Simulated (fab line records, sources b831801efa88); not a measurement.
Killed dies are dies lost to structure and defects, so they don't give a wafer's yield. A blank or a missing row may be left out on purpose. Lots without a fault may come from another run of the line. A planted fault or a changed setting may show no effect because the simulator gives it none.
One fault seen from 2 desks | flow gf180mcu | each desk has only its own numbers; what lay behind them comes last

THE TOOL OWNER'S DESK: rtp_anneal-02
The tool's own readings at GF_SALICIDE_RTA_06 (time 30 s): means of the sampled wafers that have a number, for each lot that ran on this tool. A lot is out of limits, marked OUT, if its mean lies more than 4 standard deviations from the usual mean; the brackets give that distance.
Columns: A = lamp_power_pct at GF_SALICIDE_RTA_06, usual 6.8 %; B = wafer_temp_C_max at GF_SALICIDE_RTA_06, usual 531.5
lot  | first seen here | A   | B
L973 | day 16 16:32    | 7.1 | 531.5
L978 | day 18 14:04    | 5.2 | 461.2 (-99 or more) OUT
L980 | day 19 09:49    | 5.2 | 461.4 (-99 or more) OUT
L990 | day 22 23:59    | 7.1 | 531.6
This desk's finding: out of limits on L978, L980; first on L978, day 18 14:04 (wafer_temp_C_max at GF_SALICIDE_RTA_06). In limits: L973, L990.

THE METROLOGY DESK
What the gauges read, lot by lot, whatever tool the lot ran on: means of the sampled wafers that have a number. A lot is out of limits, marked OUT, if its mean lies more than 4 standard deviations from the usual mean; the brackets give that distance.
Columns: A = cd_nm at GF_SAB_CD_MEAS_09, usual 419.6 nm; B = SAB_OVL at GF_SAB_OVL_MEAS_10, usual 1.5 nm; C = SALICIDE_TIN_RS at GF_SALICIDE_RS_MEAS_04, usual 17.2 ohm/sq; D = SALICIDE_TIN_THK at GF_SALICIDE_THK_MEAS_05, usual 19.9 nm
lot  | first seen here | A     | B    | C    | D
L973 | day 16 15:49    | 418.0 | 1.9  | 17.1 | 20.0
L978 | day 18 13:20    | 422.0 | 2.5  | 17.2 | 20.3
L979 | day 18 23:03    | 419.5 | 2.7  | 17.1 | 20.2
L980 | day 19 09:03    | 420.0 | -1.2 | 17.7 | 19.6
L987 | day 21 14:03    | 420.4 | 2.5  | 17.1 | 19.8
L990 | day 22 23:16    | 421.5 | -0.4 | 17.7 | 19.6
This desk's finding: nothing out of limits on any of the 6 lots.

PUT TOGETHER
The tool owner's desk could have raised an alarm at day 18 14:04, on L978, L980.
The metrology desk saw nothing out of limits.
The metrology desk has L978, L980 on record, within its limits.
Of the lots named, all ran GF_SALICIDE_RTA_06 on rtp_anneal-02.

WHAT THE SIMULATOR HAD PUT IN
Process parameter drift: rtp_anneal-02, from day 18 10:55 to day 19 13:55, at GF_SALICIDE_RTA_06. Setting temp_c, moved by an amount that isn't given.
Lots struck among those shown: L978, L980.
Hours from the fault's start to each desk's first reading out of limits: the tool owner's desk, 3.
